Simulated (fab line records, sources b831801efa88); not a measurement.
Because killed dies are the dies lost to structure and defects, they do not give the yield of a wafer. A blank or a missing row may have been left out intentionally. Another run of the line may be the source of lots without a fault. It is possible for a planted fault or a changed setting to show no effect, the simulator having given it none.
Which tool did it? | flow gf180mcu | Sampling: 14 lots, 42 wafers, 4 of 602 route steps

WHAT THE GAUGES SHOWED, per wafer
GF_M4_THK_MEAS_06: measures by xrf. Usual: M4_ALCU_THK 447 nm, standard deviation 6.
lot  | measured     | on           | M4_ALCU_THK (nm) | flag
L826 | day 22 15:41 | filmMetro-04 | 445 446 450      | 
L827 | day 22 19:51 | filmMetro-03 | 452 444 451      | 
L828 | day 23 12:47 | filmMetro-04 | 446 448 448      | 
L829 | day 23 15:55 | filmMetro-01 | 444 438 441      | 
L830 | day 24 00:52 | filmMetro-01 | 439 447 438      | 
L831 | day 24 12:37 | filmMetro-04 | 452 450 458      | 
L832 | day 24 19:59 | filmMetro-03 | 448 446 452      | 
L834 | day 25 11:55 | filmMetro-01 | 445              | 
L835 | day 25 18:24 | filmMetro-01 | 442 446 442      | 
L846 | day 29 01:59 | filmMetro-03 | 443 441 441      | 
L847 | day 29 08:25 | filmMetro-04 | 445 444 444      | 
L848 | day 29 17:05 | filmMetro-04 | 460 459 453      | 
L849 | day 29 21:21 | filmMetro-04 | 442 451 451      | 

TOOL THAT RAN EACH LOT (tool first, then ch and the chambers of the sampled wafers, then the start)
lot  | GF_V3_ETCH_17                                | GF_V3_CMP_26                  | GF_M4_SPUTTER_00
L826 | rieDiel-04 ch 2,3, day 22 15:02 or earlier   | cmp-02 ch 2,3, day 22 15:02   | pvdSputter-03, day 22 15:20
L827 | rieDiel-03 ch 0,3, day 22 19:12 or earlier   | cmp-01 ch 0,3, day 22 19:12   | pvdSputter-03, day 22 19:30
L828 | rieDiel-01 ch 1,2,3, day 23 12:07 or earlier | cmp-02 ch 0,1, day 23 12:07   | pvdSputter-02, day 23 12:25
L829 | rieDiel-04 ch 1,2, day 23 15:16 or earlier   | cmp-01 ch 2,3, day 23 15:16   | pvdSputter-03, day 23 15:34
L830 | rieDiel-01 ch 1,2,3, day 24 00:17 or earlier | cmp-02 ch 0,1, day 24 00:17   | pvdSputter-02, day 24 00:32
L831 | rieDiel-01 ch 0,1,3, day 24 12:01 or earlier | cmp-02 ch 0,1,2, day 24 12:01 | pvdSputter-02, day 24 12:16
L832 | rieDiel-04 ch 0,2,3, day 24 19:21 or earlier | cmp-01 ch 0,1,3, day 24 19:21 | pvdSputter-03, day 24 19:39
L834 | rieDiel-04 ch 1,2, day 25 11:15 or earlier   | cmp-01 ch 0,1,3, day 25 11:15 | pvdSputter-03, day 25 11:33
L835 | rieDiel-04 ch 0,1, day 25 17:46 or earlier   | cmp-02 ch 2,3, day 25 17:46   | pvdSputter-02, day 25 18:04
L837 | rieDiel-01 ch 2,3, day 26 09:32 or earlier   | cmp-01 ch 1,3, day 26 09:32   | -
L846 | rieDiel-04 ch 1,3, day 29 01:20 or earlier   | cmp-02 ch 2,3, day 29 01:20   | pvdSputter-03, day 29 01:38
L847 | rieDiel-01 ch 1,2,3, day 29 07:50 or earlier | cmp-01 ch 2,3, day 29 07:50   | pvdSputter-03, day 29 08:05
L848 | rieDiel-03 ch 1,2,3, day 29 16:32 or earlier | cmp-01 ch 0,1,2, day 29 16:32 | pvdSputter-02, day 29 16:44
L849 | rieDiel-04 ch 1,2,3, day 29 20:44 or earlier | cmp-01 ch 0,3, day 29 20:44   | pvdSputter-02, day 29 20:59
- GF_V3_ETCH_17: etches SiO2 in C4F8/O2/Ar, stops on TiN, target depth 635 nm.
- GF_V3_CMP_26: polishes, stops on SiO2, t overpolish 15 s, target thk 0 nm.
- GF_M4_SPUTTER_00: material Ti, target thk 37.5 nm, time 150 s.

WHAT THE TOOLS THEMSELVES READ (means of the sampled wafers that have a number; where no wafer has one, the mark that the record gives instead)
GF_V3_ETCH_17. Usual: 0.866 a.u. for oesProductAu, sd 0.0047.
lot  | tool       | oesProductAu (a.u.) | flag
L826 | rieDiel-04 | 0.866               | 
L827 | rieDiel-03 | 0.864               | 
L828 | rieDiel-01 | 0.859               | 
L829 | rieDiel-04 | 0.869               | 
L830 | rieDiel-01 | 0.868               | 
L831 | rieDiel-01 | 0.869               | 
L832 | rieDiel-04 | 0.862               | 
L834 | rieDiel-04 | 0.868               | 
L835 | rieDiel-04 | 0.870               | 
L837 | rieDiel-01 | 0.861               | 
L846 | rieDiel-04 | 0.868               | 
L847 | rieDiel-01 | 0.863               | 
L848 | rieDiel-03 | 0.866               | 
L849 | rieDiel-04 | 0.859               | 

GF_V3_CMP_26. Usual: motorCurrentA 11.2 A, standard deviation 0.85; overpolishRunS 15.000 s, standard deviation 0.0085; timeToEndpointS 86 s, standard deviation 3.2.
lot  | tool   | motorCurrentA (A) | overpolishRunS (s) | timeToEndpointS (s) | flag
L826 | cmp-02 | 11.4              | 14.996             | 82                  | 
L827 | cmp-01 | 11.6              | 15.005             | 87                  | 
L828 | cmp-02 | 11.4              | 15.003             | 85                  | 
L829 | cmp-01 | 11.5              | 15.002             | 90                  | 
L830 | cmp-02 | 10.9              | 15.015             | 87                  | 
L831 | cmp-02 | 11.7              | 15.000             | 86                  | 
L832 | cmp-01 | 10.7              | 14.997             | 90                  | 
L834 | cmp-01 | 11.0              | 5.020              | 111                 | OFF
L835 | cmp-02 | 11.5              | 15.004             | 86                  | 
L837 | cmp-01 | 10.2              | 0.037              | 129                 | OFF
L846 | cmp-02 | 11.4              | 15.001             | 84                  | 
L847 | cmp-01 | 11.1              | 15.008             | 82                  | 
L848 | cmp-01 | 10.9              | 15.004             | 86                  | 
L849 | cmp-01 | 11.2              | 15.005             | 90                  | 

GF_M4_SPUTTER_00. Usual: 30.1 % for throttleValvePct, sd 1.2.
lot  | tool          | throttleValvePct (%) | flag
L826 | pvdSputter-03 | 28.9                 | 
L827 | pvdSputter-03 | 30.6                 | 
L828 | pvdSputter-02 | 30.8                 | 
L829 | pvdSputter-03 | 30.6                 | 
L830 | pvdSputter-02 | 30.8                 | 
L831 | pvdSputter-02 | 30.6                 | 
L832 | pvdSputter-03 | 30.7                 | 
L834 | pvdSputter-03 | 32.6                 | 
L835 | pvdSputter-02 | 30.0                 | 
L846 | pvdSputter-03 | 30.1                 | 
L847 | pvdSputter-03 | 30.1                 | 
L848 | pvdSputter-02 | 30.5                 | 
L849 | pvdSputter-02 | 30.8                 | 

THE ANSWER, worked out from the rows above alone
Rule: take the mean of a lot's wafers that have a number; if it is more than 3 standard deviations from the usual mean, the lot is off. A lot without any number at a reading at which 4 lots or more have one is off too. The other lots that the step has rows for count as sound. First the gauges in route order, then the tools' own readings, where a lot's mean is used as printed above. The first step at which some lot is off is used, and at that step the reading that is off furthest; a lot without a number counts as furthest.
Off: L834, L837, at GF_V3_CMP_26 (overpolishRunS).
If a tool, at that step or one of the process steps before it, ran each lot that is off and ran no sound lot following the first of them, it fits. GF_V3_ETCH_17: start missing for some lots; hours and lot order therefore follow GF_V3_CMP_26. Not one of the candidates tried fits.

WHAT THE SIMULATOR HAD PUT IN
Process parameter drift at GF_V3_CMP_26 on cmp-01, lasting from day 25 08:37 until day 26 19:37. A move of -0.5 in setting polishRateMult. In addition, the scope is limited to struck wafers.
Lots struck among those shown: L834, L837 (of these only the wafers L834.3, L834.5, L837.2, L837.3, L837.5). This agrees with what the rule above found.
